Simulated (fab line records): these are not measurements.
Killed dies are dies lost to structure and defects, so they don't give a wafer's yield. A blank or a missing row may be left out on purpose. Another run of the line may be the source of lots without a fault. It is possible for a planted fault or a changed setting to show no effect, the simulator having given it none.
fab line records	flow sky130
record lots=12	wafers=36	last-day=49
route steps=708 shown VIA2@527 CAPM@550 METAL3@563 PAD_OPEN@708
lots untouched by any fault: they come from a run of this same line in which no faults occurred
start-h: start of the lot's first displayed wafer, in hours after the record's first day	wait-h: hours since the lot's step before	" as in the row above	L1.1+2: a single row standing in for several wafers	- either no value or no given start	* or withheld: withheld	< > ~ a bound
route shown NAME@n: NAME is a module with steps in the file, n the number in the route of the first one	usual: mean/standard deviation of fault-free wafers	same: alike in all rows	chamber/n: place in a boat	sites: each site's reading	_std_site: how widely they spread, as a standard deviation	_edge_site: the outer-site mean with the inner-site mean subtracted	radius-mm: how far each site lies from the wafer's centre	mask NAME#n: copy n	behind: the most recent tool/chamber to have shaped the wafer	hold: why the lot was held/for how many hours/how that ended	device: the transistor (n, p or np) that didn't switch	end of line: the same wafers' tests at the end of the route	a step without rows: its recipe alone	killed: not the wafer's yield, but the dies lost to structure and defects at the first sort	map: the dies of a wafer, with x for killed, . for not killed, _ for no die there
set.NAME: the setting that was run; set.NAME@STEP: the one run at that earlier step	model.NAME: the simulator's own value behind a step, which no gauge read
the route's steps for a sample of lots (tables are steps, rows are wafers)
services: the hour from which a tool's chamber was out of use, counted from the record's first day as start-h (under 0 if before that day), plus the number of hours and why
## steps
# step SKY_VIA2_SPUTTER_20
# recipe material=TiN	target-thk-nm=20	chamber-pressure-pa=5	power-w=4000	time-s=80
# usual throttle-valve-pct=29.9/0.99
lot.wafer	tool	chamber	start-h	wait-h	throttle-valve-pct
L767.1	pvd-sputter-02	-	852.46	0.0	30.1
L767.3	"	-	"	"	30.7
L767.4	"	-	"	"	28.7
L768.1	pvd-sputter-01	-	856.77	0.0	30.3
L768.2	"	-	"	"	28.6
L768.5	"	-	"	"	30.1
L769.2	pvd-sputter-01	-	858.05	0.0	30.3
L769.3	"	-	"	"	30.5
L769.4	"	-	"	"	29.0
L770.1	pvd-sputter-02	-	875.62	0.0	28.4
L770.3	"	-	"	"	30.0
L770.5	"	-	"	"	28.5
L773.3	pvd-sputter-01	-	893.53	0.0	29.7
L773.4	"	-	"	"	28.9
L773.5	"	-	"	"	30.1
L774.1	pvd-sputter-03	-	898.78	0.0	30.9
L774.2	"	-	"	"	29.4
L774.5	"	-	"	"	29.3
L776.3	pvd-sputter-02	-	914.81	0.0	29.9
L776.5	"	-	"	"	28.5
L776.6	"	-	"	"	29.6
L778.1	pvd-sputter-02	-	922.44	0.0	28.0
L778.4	"	-	"	"	30.1
L778.5	"	-	"	"	31.0
L780.1	pvd-sputter-01	-	942.45	0.0	29.0
L780.2	"	-	"	"	28.8
L780.3	"	-	"	"	29.9
L783.1	pvd-sputter-01	-	968.08	0.0	28.4
L783.3	"	-	"	"	30.0
L783.6	"	-	"	"	28.7
L784.1	pvd-sputter-03	-	981.05	0.0	31.3
L784.2	"	-	"	"	30.9
L784.4	"	-	"	"	31.5
L786.2	pvd-sputter-03	-	983.32	0.0	29.4
L786.4	"	-	"	"	31.2
L786.5	"	-	"	"	31.3
# step SKY_VIA2_CMP_24
# recipe stop-on=SiO2	t-overpolish-s=20	down-force-psi=3.5	platen-rpm=60	target-thk-nm=0	pad-velocity-m-s=0.94248
# usual motor-current-A=11.0/1.3	overpolish-run-s=20.000/0.0088	slurry-flow-ml-min=150.1/0.44	time-to-endpoint-s=102/4
lot.wafer	tool	chamber	start-h	wait-h	motor-current-A	overpolish-run-s	slurry-flow-ml-min	time-to-endpoint-s
L767.3	cmp-01	2	852.88	0.1	10.9	19.998	150.4	103
L767.1	"	3	"	"	13.7	19.989	150.3	99
L767.4	"	0	"	"	10.7	20.004	149.6	100
L768.1	cmp-01	2	857.50	0.4	12.2	20.005	150.0	109
L768.2	"	3	"	"	13.3	20.004	150.7	107
L768.5	"	0	"	"	10.7	20.009	150.7	107
L769.3	cmp-01	1	858.47	0.1	8.8	20.017	150.0	96
L769.2	"	2	"	"	10.8	19.998	150.0	102
L769.4	"	0	"	"	11.2	20.016	149.9	103
L770.1	cmp-02	2	876.66	0.3	9.4	19.994	150.4	107
L770.3	"	3	"	"	10.3	20.009	149.9	103
L770.5	"	2	"	"	10.5	19.999	150.1	106
L773.3	cmp-01	3	894.00	0.1	12.5	19.996	149.1	101
L773.4	"	0	"	"	11.0	20.003	149.9	103
L773.5	"	2	"	"	11.8	20.023	149.6	108
L774.1	cmp-01	1	899.25	0.1	9.2	20.004	150.1	106
L774.2	"	2	"	"	11.5	20.001	149.8	104
L774.5	"	3	"	"	12.4	20.004	150.7	108
L776.3	cmp-01	2	917.11	2.0	11.9	20.004	150.1	104
L776.5	"	1	"	"	9.0	20.015	150.3	101
L776.6	"	2	"	"	11.6	19.987	150.6	100
L778.4	cmp-02	3	922.86	0.1	10.1	20.005	150.3	104
L778.1	"	1	"	"	11.2	19.994	150.7	102
L778.5	"	2	"	"	9.9	20.010	149.4	102
L780.1	cmp-02	2	942.82	0.1	9.6	19.986	150.0	104
L780.3	"	3	"	"	10.3	19.978	150.2	105
L780.2	"	0	"	"	12.7	20.002	149.8	103
L783.1	cmp-01	2	968.45	0.1	11.3	20.000	150.2	105
L783.3	"	1	"	"	9.1	20.014	150.0	100
L783.6	"	2	"	"	10.7	20.001	150.7	102
L784.4	cmp-02	2	981.42	0.0	9.8	19.988	150.2	104
L784.1	"	0	"	"	13.0	20.003	150.1	107
L784.2	"	1	"	"	11.7	20.015	149.5	102
L786.4	cmp-01	3	983.69	0.0	12.9	19.996	150.0	105
L786.2	"	0	"	"	11.1	20.003	149.3	110
L786.5	"	0	"	"	10.7	20.001	149.3	105
# step SKY_CAPM_METAL_ETCH_13
# recipe target-depth-nm=220	stop-on=SiO2	chemistry=Cl2/BCl3	target=TiN	pressure-mtorr=10	icp-w=900	bias-w=48.5	Cl2_flow_sccm=60	bcl3-flow-sccm=30	time-s=62.9
# usual bias-w=48.53/0.15	drypump-motor-current-A=5.5/0.31	oes-product-au=0.940/0.0064	throttle-valve-pct=21.902/0.0095
lot.wafer	tool	chamber	start-h	wait-h	bias-w	drypump-motor-current-A	oes-product-au	rf-hours-counter-h	throttle-valve-pct
L767.1	rie-metal-01	1	879.11	0.0	48.68	5.3	0.943	9	21.907
L767.3	"	0	"	"	48.48	5.8	0.932	-	21.920
L767.4	"	1	"	"	48.53	5.3	0.941	-	21.908
L768.1	rie-metal-04	1	883.91	0.0	48.46	5.7	0.933	18	21.905
L768.2	"	0	"	"	48.67	4.9	0.941	19	21.893
L768.5	"	1	"	"	48.19	5.7	0.946	-	21.909
L769.2	rie-metal-03	1	884.98	0.0	48.58	5.7	0.941	7	21.892
L769.3	"	1	"	"	48.63	5.8	0.942	-	21.900
L769.4	"	0	"	"	48.51	5.6	0.942	-	21.901
L770.1	rie-metal-04	1	902.47	0.0	48.69	5.7	0.948	19	21.904
L770.3	"	1	"	"	48.49	5.7	0.937	-	21.893
L770.5	"	1	"	"	48.85	5.7	0.945	-	21.905
L773.3	rie-metal-04	0	919.12	0.1	48.43	4.8	0.935	-	21.907
L773.4	"	0	"	"	48.41	4.8	0.938	-	21.906
L773.5	"	0	"	"	48.30	4.8	0.942	-	21.898
L774.1	rie-metal-04	0	924.33	0.0	48.64	4.8	0.938	0	21.903
L774.2	"	0	"	"	48.54	4.9	0.948	-	21.894
L774.5	"	0	"	"	48.73	4.8	0.948	-	21.907
L776.3	rie-metal-01	1	942.54	0.0	48.47	5.3	0.932	-	21.907
L776.5	"	0	"	"	48.50	5.8	0.938	-	21.910
L776.6	"	1	"	"	48.56	5.3	0.933	-	21.916
L778.1	rie-metal-03	0	946.77	0.0	48.59	5.6	0.933	9	21.895
L778.4	"	0	"	"	48.72	5.6	0.935	-	21.900
L778.5	"	0	"	"	48.68	5.6	0.941	-	21.914
L780.1	rie-metal-03	1	967.53	0.0	48.47	5.7	0.932	11	21.901
L780.2	"	0	"	"	48.79	5.6	0.935	10	21.912
L780.3	"	1	"	"	48.33	5.8	0.938	-	21.916
L783.1	rie-metal-03	1	992.04	0.0	49.58	5.7	0.943	13	21.888
L783.3	"	0	"	"	48.52	5.6	0.938	-	21.907
L783.6	"	1	"	"	49.74	5.8	0.947	-	21.922
L784.1	rie-metal-01	0	1004.89	0.0	48.61	5.8	0.940	19	21.898
L784.2	"	1	"	"	48.54	5.3	0.939	15	21.912
L784.4	"	1	"	"	48.48	5.3	0.925	-	21.892
L786.2	rie-metal-03	1	1007.42	0.0	49.58	5.7	0.944	13	21.899
L786.4	"	1	"	"	49.76	5.8	0.947	-	21.908
L786.5	"	0	"	"	48.42	5.6	0.946	-	21.898
# step SKY_METAL3_CD_MEAS_13
# recipe target-cd-nm=300
# usual cd-nm=300.4/1.5
lot.wafer	tool	chamber	start-h	wait-h	cd-nm
L767.1	cd-sem-01	-	905.18	-	301.3
L767.3	"	-	"	"	301.4
L767.4	"	-	"	"	300.9
L768.1	cd-sem-01	-	909.60	-	298.5
L768.2	"	-	"	"	297.2
L768.5	"	-	"	"	296.5
L769.2	cd-sem-02	-	910.57	-	302.9
L769.3	"	-	"	"	301.8
L769.4	"	-	"	"	301.7
L770.1	cd-sem-02	-	926.60	-	301.0
L770.3	"	-	"	"	301.1
L770.5	"	-	"	"	299.7
L773.3	cd-sem-02	-	944.56	-	300.6
L773.4	"	-	"	"	299.9
L773.5	"	-	"	"	301.3
L774.1	cd-sem-02	-	949.47	-	301.6
L774.2	"	-	"	"	301.1
L774.5	"	-	"	"	301.5
L776.3	cd-sem-01	-	967.24	-	299.7
L776.5	"	-	"	"	298.1
L776.6	"	-	"	"	299.4
L778.1	cd-sem-01	-	971.62	-	298.4
L778.4	"	-	"	"	300.1
L778.5	"	-	"	"	298.9
L780.1	cd-sem-01	-	991.25	-	303.7
L780.2	"	-	"	"	304.5
L780.3	"	-	"	"	302.4
L783.1	cd-sem-01	-	1015.20	-	301.7
L783.3	"	-	"	"	301.0
L783.6	"	-	"	"	301.3
L784.1	cd-sem-02	-	1028.03	-	299.1
L784.2	"	-	"	"	301.7
L784.4	"	-	"	"	299.4
L786.2	cd-sem-01	-	1030.62	-	299.4
L786.4	"	-	"	"	301.0
L786.5	"	-	"	"	299.5
# step SKY_PAD_OPEN_PROBE_99
# usual defect-limited-yield=82.0/2.1	killed_at_M0_to_M3=45/7	killed_at_M4_up=3.4/1.8	killed-at-contacts=24/5.4	killed-at-front-end=16/4.8	killed-at-other=0.4/0.62	killed-dies=89/10	killed-on-rim=17/3.5	killed-open=48/7.2	killed-short=40/6.3	sort_bin_3_pad_short=0.9/0.39	sort_bin_5_function=10.7/1.5	sort_bin_6_memory=6.4/1.1	sort-n-pass=403/10	sort-yield-pct=82.0/2.1
# same gross-dies=492	killed-at-back-side=0	sort_bin_4_leakage[%]=0	sort_bin_8_speed[%]=0
lot.wafer	tool	chamber	start-h	wait-h	defect-limited-yield[%]	killed_at_M0_to_M3	killed_at_M4_up	killed-at-contacts	killed-at-front-end	killed-at-other	killed-dies	killed-on-rim	killed-open	killed-short	sort_bin_3_pad_short[%]	sort_bin_5_function[%]	sort_bin_6_memory[%]	sort-n-pass	sort-yield-pct[%]
L767.1	prober-02	-	1079.46	0.1	84.1	36	2	24	16	0	78	14	51	27	0.8	10.4	4.7	414	84.1
L767.3	prober-02	-	1079.56	0.2	84.8	36	2	25	12	0	75	11	42	33	0.8	8.9	5.5	417	84.8
L767.4	prober-02	-	1079.61	0.2	84.1	31	4	33	8	2	78	14	40	37	1.0	8.3	6.5	414	84.1
L768.1	prober-01	-	1081.42	0.1	83.1	47	1	27	8	0	83	15	48	35	0.2	9.1	7.5	409	83.1
L768.2	prober-01	-	1081.47	0.1	86.2	35	3	15	15	0	68	18	37	30	0.8	6.9	6.1	424	86.2
L768.5	prober-01	-	1081.62	0.2	80.9	40	4	26	23	1	94	19	35	59	1.6	9.3	8.1	398	80.9
L769.2	prober-02	-	1082.82	0.1	77.4	59	7	23	21	1	111	18	63	48	0.6	14.8	7.1	381	77.4
L769.3	prober-02	-	1082.87	0.2	83.1	46	3	22	12	0	83	21	47	36	1.2	10.8	4.9	409	83.1
L769.4	prober-02	-	1082.92	0.2	80.9	57	2	17	17	1	94	14	42	52	1.4	9.3	8.3	398	80.9
L770.1	prober-01	-	1094.61	0.1	81.7	39	2	34	14	1	90	22	46	43	0.8	10.4	7.1	402	81.7
L770.3	prober-01	-	1094.71	0.2	83.5	39	6	22	13	1	81	16	45	35	0.8	9.3	6.3	411	83.5
L770.5	prober-01	-	1094.81	0.2	83.3	35	1	26	20	0	82	16	48	33	0.8	8.7	7.1	410	83.3
L773.3	prober-02	-	1112.98	0.2	79.3	51	6	25	20	0	102	18	60	41	0.8	12.4	7.5	390	79.3
L773.4	prober-02	-	1113.03	0.2	79.7	47	2	21	30	0	100	23	52	48	1.2	13.0	6.1	392	79.7
L773.5	prober-02	-	1113.08	0.2	81.3	49	5	26	12	0	92	16	56	35	0	11.0	7.7	400	81.3
L774.1	prober-01	-	1114.06	0.1	80.9	54	4	20	16	0	94	21	51	42	0.8	8.9	9.3	398	80.9
L774.2	prober-01	-	1114.11	0.1	80.3	56	5	19	17	0	97	20	51	46	1.0	12.0	6.7	395	80.3
L774.5	prober-01	-	1114.26	0.2	76.4	54	5	29	27	1	116	23	64	49	0.6	13.2	9.8	376	76.4
L776.3	prober-01	-	1129.47	0.2	82.5	59	3	14	10	0	86	19	41	45	1.0	10.6	5.9	406	82.5
L776.5	prober-01	-	1129.57	0.2	82.9	41	2	23	18	0	84	14	42	41	1.6	9.1	6.3	408	82.9
L776.6	prober-01	-	1129.62	0.2	80.9	40	7	33	14	0	94	22	50	44	0.4	12.4	6.3	398	80.9
L778.1	prober-02	-	1133.35	0.1	81.9	43	6	26	14	0	89	19	54	35	1.2	10.4	6.5	403	81.9
L778.4	prober-02	-	1133.50	0.2	81.3	50	6	23	13	0	92	17	50	42	0.6	12.6	5.5	400	81.3
L778.5	prober-02	-	1133.55	0.2	81.5	39	2	28	22	0	91	14	44	47	0.8	10.4	7.3	401	81.5
L780.1	prober-01	-	1147.98	0.1	84.8	42	3	17	13	0	75	14	42	33	0.2	9.1	5.9	417	84.8
L780.2	prober-01	-	1148.03	0.1	84.1	41	5	16	16	0	78	17	35	43	0.2	9.1	6.5	414	84.1
L780.3	prober-01	-	1148.08	0.2	83.5	40	2	28	11	0	81	17	45	36	1.2	9.3	5.9	411	83.5
L783.1	prober-02	-	1167.37	0.1	81.1	52	3	16	22	0	93	18	46	47	0.6	11.2	7.1	399	81.1
L783.3	prober-02	-	1167.47	0.2	82.5	37	4	28	17	0	86	19	48	38	1.2	11.0	5.3	406	82.5
L783.6	prober-02	-	1167.62	0.2	82.7	40	3	23	18	1	85	21	47	38	0.4	10.2	6.7	407	82.7
L784.1	prober-01	-	1176.77	0.1	79.3	52	5	32	13	0	102	17	58	44	1.2	13.4	6.1	390	79.3
L784.2	prober-01	-	1176.82	0.1	78.7	49	4	23	29	0	105	19	56	49	1.0	13.0	7.3	387	78.7
L784.4	prober-01	-	1176.92	0.2	83.1	44	5	17	15	2	83	16	51	30	1.0	10.0	5.9	409	83.1
L786.2	prober-02	-	1178.01	0.1	85.6	40	2	19	9	1	71	14	41	30	1.0	8.3	5.1	421	85.6
L786.4	prober-02	-	1178.11	0.2	81.5	39	3	23	26	0	91	13	45	46	0.8	11.0	6.7	401	81.5
L786.5	prober-02	-	1178.16	0.2	84.8	45	4	19	7	0	75	16	37	38	0.4	8.7	6.1	417	84.8
# killed by level:class
L767.1 CONTACT:geometric-particle:open=12 VIA2:geometric-particle:open=9 LI_CONTACT:geometric-particle:open=7 VIA1:geometric-particle:open=7 VIA3:geometric-particle:open=5 FIELD_ISO:geometric-particle:short=4 VIA1:geometric-particle:short=4 METAL2:geometric-particle:short=4
L767.3 CONTACT:geometric-particle:open=11 VIA2:geometric-particle:open=7 VIA1:geometric-particle:open=6 LI_CONTACT:geometric-particle:open=5 CONTACT:geometric-particle:short=5 METAL1:geometric-particle:short=5 POLY_GATE:geometric-particle:open=3 POLY_GATE:geometric-particle:short=3
L767.4 LI_CONTACT:geometric-particle:open=9 CONTACT:geometric-particle:open=8 CONTACT:geometric-particle:short=8 METAL2:geometric-particle:short=7 VIA1:geometric-particle:open=7 LOCAL_INTERCONNECT:geometric-particle:short=6 VIA2:geometric-particle:open=5 SPACER:geometric-particle:open=4
L768.1 CONTACT:geometric-particle:open=11 VIA1:geometric-particle:open=10 VIA2:geometric-particle:open=9 VIA1:geometric-particle:short=8 LOCAL_INTERCONNECT:geometric-particle:short=6 LI_CONTACT:geometric-particle:open=5 VIA3:geometric-particle:open=5 FIELD_ISO:geometric-particle:open=3
L768.2 VIA1:geometric-particle:open=9 CONTACT:geometric-particle:open=7 VIA2:geometric-particle:open=6 METAL1:geometric-particle:short=5 POLY_GATE:geometric-particle:short=4 METAL2:geometric-particle:short=4 VIA2:geometric-particle:short=4 FIELD_ISO:geometric-particle:open=3
L768.5 FIELD_ISO:geometric-particle:short=11 CONTACT:geometric-particle:open=8 METAL1:geometric-particle:short=7 VIA3:geometric-particle:open=7 POLY_GATE:geometric-particle:short=5 LOCAL_INTERCONNECT:geometric-particle:short=5 LI_CONTACT:geometric-particle:open=5 VIA1:geometric-particle:open=5
L769.2 VIA1:geometric-particle:open=20 VIA2:geometric-particle:open=8 METAL2:geometric-particle:short=7 METAL1:geometric-particle:short=7 VIA3:geometric-particle:open=7 POLY_GATE:geometric-particle:short=6 LI_CONTACT:geometric-particle:open=6 LOCAL_INTERCONNECT:geometric-particle:short=6
L769.3 CONTACT:geometric-particle:open=10 VIA1:geometric-particle:open=10 VIA3:geometric-particle:open=8 VIA1:geometric-particle:short=7 CONTACT:geometric-particle:short=7 METAL2:geometric-particle:short=7 FIELD_ISO:geometric-particle:open=6 VIA2:geometric-particle:open=4
L769.4 VIA1:geometric-particle:open=14 VIA1:geometric-particle:short=7 METAL2:geometric-particle:short=7 FIELD_ISO:geometric-particle:short=6 VIA2:geometric-particle:open=6 VIA3:geometric-particle:open=6 LI_CONTACT:geometric-particle:open=5 LOCAL_INTERCONNECT:geometric-particle:short=5
L770.1 LI_CONTACT:geometric-particle:open=16 VIA1:geometric-particle:open=8 VIA1:geometric-particle:short=8 CONTACT:geometric-particle:open=7 VIA3:geometric-particle:open=7 FIELD_ISO:geometric-particle:short=5 FIELD_ISO:geometric-particle:open=5 LOCAL_INTERCONNECT:geometric-particle:short=5
L770.3 VIA1:geometric-particle:open=10 CONTACT:geometric-particle:open=9 VIA3:geometric-particle:open=8 METAL1:geometric-particle:short=7 METAL4:geometric-particle:short=5 FIELD_ISO:geometric-particle:short=4 CONTACT:geometric-particle:short=4 VIA2:geometric-particle:open=4
L770.5 CONTACT:geometric-particle:open=9 LI_CONTACT:geometric-particle:open=8 VIA3:geometric-particle:open=8 VIA1:geometric-particle:open=7 FIELD_ISO:geometric-particle:open=6 POLY_GATE:geometric-particle:open=4 CONTACT:geometric-particle:short=4 METAL2:geometric-particle:short=4
L773.3 CONTACT:geometric-particle:open=13 VIA3:geometric-particle:open=11 VIA1:geometric-particle:open=10 METAL2:geometric-particle:short=6 VIA2:geometric-particle:open=6 POLY_GATE:geometric-particle:open=5 METAL1:geometric-particle:short=5 METAL3:geometric-particle:short=5
L773.4 VIA1:geometric-particle:open=12 POLY_GATE:geometric-particle:short=11 POLY_GATE:geometric-particle:open=8 LI_CONTACT:geometric-particle:open=8 VIA2:geometric-particle:short=6 VIA3:geometric-particle:open=6 CONTACT:geometric-particle:open=5 FIELD_ISO:geometric-particle:short=4
L773.5 CONTACT:geometric-particle:open=14 VIA1:geometric-particle:open=14 VIA2:geometric-particle:open=10 METAL1:geometric-particle:short=8 METAL2:geometric-particle:short=7 CONTACT:geometric-particle:short=6 LI_CONTACT:geometric-particle:open=5 FIELD_ISO:geometric-particle:open=3
L774.1 VIA1:geometric-particle:open=12 VIA2:geometric-particle:open=11 CONTACT:geometric-particle:open=8 VIA3:geometric-particle:open=8 POLY_GATE:geometric-particle:short=5 METAL2:geometric-particle:short=5 SPACER:geometric-particle:short=4 LI_CONTACT:geometric-particle:open=4
L774.2 METAL1:geometric-particle:short=15 VIA1:geometric-particle:open=11 CONTACT:geometric-particle:open=7 VIA2:geometric-particle:open=7 POLY_GATE:geometric-particle:open=6 VIA3:geometric-particle:open=6 CONTACT:geometric-particle:short=5 METAL1:geometric-particle:open=5
L774.5 VIA1:geometric-particle:open=13 CONTACT:geometric-particle:open=10 VIA2:geometric-particle:open=10 POLY_GATE:geometric-particle:short=8 VIA3:geometric-particle:open=7 METAL2:geometric-particle:short=6 METAL1:geometric-particle:short=6 FIELD_ISO:geometric-particle:open=5
L776.3 VIA1:geometric-particle:open=13 METAL2:geometric-particle:short=9 VIA2:geometric-particle:open=8 VIA1:geometric-particle:short=7 VIA3:geometric-particle:open=6 CONTACT:geometric-particle:short=5 METAL3:geometric-particle:short=5 CONTACT:geometric-particle:open=4
L776.5 VIA1:geometric-particle:open=9 VIA2:geometric-particle:open=7 CONTACT:geometric-particle:short=7 LI_CONTACT:geometric-particle:open=5 VIA1:geometric-particle:short=5 FIELD_ISO:geometric-particle:short=4 POLY_GATE:geometric-particle:short=4 CONTACT:geometric-particle:open=4
L776.6 CONTACT:geometric-particle:open=13 VIA1:geometric-particle:open=12 LOCAL_INTERCONNECT:geometric-particle:short=9 METAL2:geometric-particle:short=6 FIELD_ISO:geometric-particle:open=5 METAL4:geometric-particle:short=5 LI_CONTACT:geometric-particle:open=4 CONTACT:geometric-particle:short=4
L778.1 VIA1:geometric-particle:open=10 VIA2:geometric-particle:open=9 CONTACT:geometric-particle:open=8 LI_CONTACT:geometric-particle:open=6 VIA3:geometric-particle:open=6 CONTACT:geometric-particle:short=5 FIELD_ISO:geometric-particle:short=4 VIA1:geometric-particle:short=4
L778.4 VIA2:geometric-particle:open=10 CONTACT:geometric-particle:open=7 VIA1:geometric-particle:open=7 LI_CONTACT:geometric-particle:open=6 VIA3:geometric-particle:open=6 METAL1:geometric-particle:short=6 FIELD_ISO:geometric-particle:open=5 LOCAL_INTERCONNECT:geometric-particle:short=5
L778.5 LOCAL_INTERCONNECT:geometric-particle:short=9 CONTACT:geometric-particle:open=9 VIA1:geometric-particle:open=8 POLY_GATE:geometric-particle:open=7 POLY_GATE:geometric-particle:short=7 METAL1:geometric-particle:short=6 METAL2:geometric-particle:short=5 CONTACT:geometric-particle:short=5
L780.1 VIA1:geometric-particle:open=14 METAL1:geometric-particle:short=6 CONTACT:geometric-particle:open=6 VIA2:geometric-particle:short=5 VIA3:geometric-particle:open=5 FIELD_ISO:geometric-particle:open=4 VIA2:geometric-particle:open=4 FIELD_ISO:geometric-particle:short=3
L780.2 VIA1:geometric-particle:open=9 METAL2:geometric-particle:short=7 METAL1:geometric-particle:short=6 METAL4:geometric-particle:short=5 FIELD_ISO:geometric-particle:short=4 POLY_GATE:geometric-particle:open=4 LI_CONTACT:geometric-particle:open=4 CONTACT:geometric-particle:open=4
L780.3 CONTACT:geometric-particle:open=11 VIA1:geometric-particle:open=11 VIA1:geometric-particle:short=9 LI_CONTACT:geometric-particle:open=6 LOCAL_INTERCONNECT:geometric-particle:short=6 FIELD_ISO:geometric-particle:short=4 VIA2:geometric-particle:open=4 VIA3:geometric-particle:open=3
L783.1 VIA3:geometric-particle:open=12 POLY_GATE:geometric-particle:short=10 VIA2:geometric-particle:open=9 METAL2:geometric-particle:short=8 LI_CONTACT:geometric-particle:open=6 METAL1:geometric-particle:short=6 VIA3:geometric-particle:short=5 FIELD_ISO:geometric-particle:open=4
L783.3 CONTACT:geometric-particle:open=11 VIA1:geometric-particle:open=10 LI_CONTACT:geometric-particle:open=8 METAL3:geometric-particle:short=6 LI_CONTACT:geometric-particle:short=5 VIA3:geometric-particle:open=5 FIELD_ISO:geometric-particle:short=4 FIELD_ISO:geometric-particle:open=4
L783.6 LI_CONTACT:geometric-particle:open=10 VIA2:geometric-particle:open=8 POLY_GATE:geometric-particle:open=7 CONTACT:geometric-particle:open=7 VIA1:geometric-particle:open=6 METAL1:geometric-particle:short=6 METAL2:geometric-particle:short=6 VIA2:geometric-particle:short=5
L784.1 VIA1:geometric-particle:open=15 LOCAL_INTERCONNECT:geometric-particle:short=9 VIA3:geometric-particle:open=8 CONTACT:geometric-particle:open=7 METAL1:geometric-particle:short=7 LI_CONTACT:geometric-particle:open=6 VIA2:geometric-particle:open=6 POLY_GATE:geometric-particle:open=5
L784.2 VIA1:geometric-particle:open=13 LOCAL_INTERCONNECT:geometric-particle:short=9 FIELD_ISO:geometric-particle:open=7 POLY_GATE:geometric-particle:open=7 VIA1:geometric-particle:short=7 METAL2:geometric-particle:short=7 FIELD_ISO:geometric-particle:short=6 VIA2:geometric-particle:short=6
L784.4 VIA1:geometric-particle:open=13 VIA2:geometric-particle:open=9 CONTACT:geometric-particle:open=8 VIA3:geometric-particle:open=5 METAL1:geometric-particle:short=5 POLY_GATE:geometric-particle:open=4 POLY_GATE:geometric-particle:short=4 LI_CONTACT:geometric-particle:open=3
L786.2 CONTACT:geometric-particle:open=9 VIA1:geometric-particle:open=8 VIA2:geometric-particle:open=7 METAL2:geometric-particle:short=6 VIA3:geometric-particle:open=5 LOCAL_INTERCONNECT:geometric-particle:short=4 METAL1:geometric-particle:short=4 VIA2:geometric-particle:short=4
L786.4 FIELD_ISO:geometric-particle:short=9 CONTACT:geometric-particle:open=8 VIA2:geometric-particle:open=8 POLY_GATE:geometric-particle:open=6 VIA1:geometric-particle:open=6 METAL1:geometric-particle:short=6 LI_CONTACT:geometric-particle:short=5 METAL2:geometric-particle:short=5
L786.5 METAL1:geometric-particle:short=9 CONTACT:geometric-particle:open=8 VIA1:geometric-particle:open=7 VIA1:geometric-particle:short=6 CONTACT:geometric-particle:short=5 VIA3:geometric-particle:open=5 FIELD_ISO:geometric-particle:open=4 METAL3:geometric-particle:short=4
## services
tool	chamber	start-h	hours	kind
cmp-02	-	839.59	19.0	pm
pvd-sputter-02	-	842.51	5.4	repair
rie-metal-04	1	856.17	5.0	repair
rie-metal-01	-	874.49	0.3	repair
pvd-sputter-02	-	877.15	2.6	repair
rie-metal-04	1	884.37	10.0	repair
pvd-sputter-02	-	887.45	5.4	repair
rie-metal-04	0	894.37	-	clean
rie-metal-04	0	894.37	20.2	scheduled-down
rie-metal-04	0	894.37	20.2	vent-cycle
cmp-02	-	894.61	0.9	repair
cmp-01	-	906.57	0.6	repair
cmp-01	-	911.36	4.8	pm
cmp-02	-	912.02	4.0	pm
rie-metal-04	1	914.76	-	clean
rie-metal-04	1	914.76	20.4	scheduled-down
rie-metal-04	1	914.76	20.4	vent-cycle
cmp-02	-	916.02	-	consumable-replace:conditioner
pvd-sputter-02	-	931.93	4.5	repair
cmp-01	-	974.77	0.5	repair
cmp-01	-	988.25	3.8	pm
cmp-01	-	995.50	2.0	repair
pvd-sputter-01	-	1001.97	5.4	repair
cmp-02	-	1005.06	2.9	pm
## key
first-sign step=SKY_CAPM_METAL_ETCH_13	reading=bias-w	direction=up	sigmas=7.8	usual=48.53	struck=49.67
effect none on later readings
met-at SKY_CAPM_METAL_ETCH_13
struck-lots L783,L786
struck-wafers L783.1,L783.6,L786.2,L786.4
not-acting-at SKY_VIA2_SPUTTER_20,SKY_VIA2_CMP_24,SKY_METAL3_CD_MEAS_13
onset-between 967.53 992.04
fault kind=process-parameter-drift	tool=rie-metal-03	chamber=1	onset-h=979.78	steps=SKY_CAPM_METAL_ETCH_13	channel=bias-w	offset=1.2079	shape=step	end-h=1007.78	acts-in=these-recipes-only	stated=48.5
